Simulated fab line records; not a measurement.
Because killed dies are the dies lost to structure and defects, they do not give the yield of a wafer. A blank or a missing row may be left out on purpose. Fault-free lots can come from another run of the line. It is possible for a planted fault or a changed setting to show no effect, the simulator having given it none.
A struck lot beside a sound one :: flow sky130 :: 15 out of 708 route steps
Sound: these wafers, L332.2, L332.3, L332.4. Wafers L340.1, L340.5, L340.6 were the ones struck. Last of all comes the cause.
For every step that has rows: the tool of each side, followed by ch and its chambers, followed by its first start. Under that, the readings that differ: sound wafers :: struck wafers :: difference of the means :: sigmas: that difference in standard deviations of wafers without a fault.
alike: a reading whose means differ by less than 2 such deviations, as well as words and numbers matching on both sides. not compared: withheld readings; readings where some wafer has no value; bounds like >300 that might hide an equal value; numbers whose values overlap and for which the record gives no deviation.
The two part at a step that has a row with sigmas, a row that says differs or no value, or rows on one side only. When numbers do not overlap yet have no deviation, they are printed without sigmas and do not part them. A reading missing from all wafers of one side parts the sides only when that side holds two or more wafers.

SKY_LDD_HVP_STRIP_09: strips in O2/N2.
  sound on plasmaAsher-01 ch 0,1, day 23 05:04; struck on plasmaAsher-02 ch 0,1, day 26 06:50
  alike: chamberPressureMTorr, drypumpMotorCurrentA, oesProductAu, stripTimeToEndpointS
  not compared: rfHoursCounterH
SKY_LDD_HVP_TW_MEAS_10:
  sound on filmMetro-04 at day 23 05:10; struck on filmMetro-03 at day 26 06:56
  alike: LDD_HVP_TW
then, 7 steps without rows for these wafers: SKY_LDD_LDN_DEHYDRATE_00 (time 60 s); SKY_LDD_LDN_HMDS_01 (prime time 60 s); SKY_LDD_LDN_COAT_02 (resist thk 1140 nm); SKY_LDD_LDN_SOFTBAKE_03 (time 60 s); SKY_LDD_LDN_EXPOSE_04 (exposes mask LDNTM, target cd 700 nm); SKY_LDD_LDN_PEB_05; SKY_LDD_LDN_DEVELOP_06 (develop time 60 s).
SKY_LDD_LDN_OVL_MEAS_07:
  sound on overlay-01 at day 24 10:37; struck on overlay-02 at day 27 11:26
  alike: LDD_LDN_OVL
then, 2 steps without rows for these wafers: SKY_LDD_LDN_IMPLANT_08; SKY_LDD_LDN_IMPLANT_09.
SKY_LDD_LDN_IMPLANT_10:
  sound on implanter-03 ch 0, day 24 10:58; struck on implanter-01 ch 0, day 27 11:47
reading: beamEnergyKeV
sound: 15.001 14.992 14.998
struck: 15.381 15.383 15.381
difference: +0.385
sigmas: +84

reading: model.implant.drpNm (nm)
sound: 5.933 5.933 5.933
struck: 6.034 6.034 6.034
difference: +0.101
sigmas: 
  alike: endStationPressureTorr
following that, these wafers have no rows for 1 step: SKY_LDD_LDN_IMPLANT_11.
SKY_PAD_OPEN_PROBE_99:
  the record has rows for the sound wafers here (prober-01, day 46 08:07) and none for the struck ones

WHERE THEY PART
At SKY_LDD_LDN_IMPLANT_10 first; at SKY_PAD_OPEN_PROBE_99 last (within this record only).

WHY: what had been put in by the simulator
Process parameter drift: implanter-01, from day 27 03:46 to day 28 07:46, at SKY_LDD_LDN_IMPLANT_10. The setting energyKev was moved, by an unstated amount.
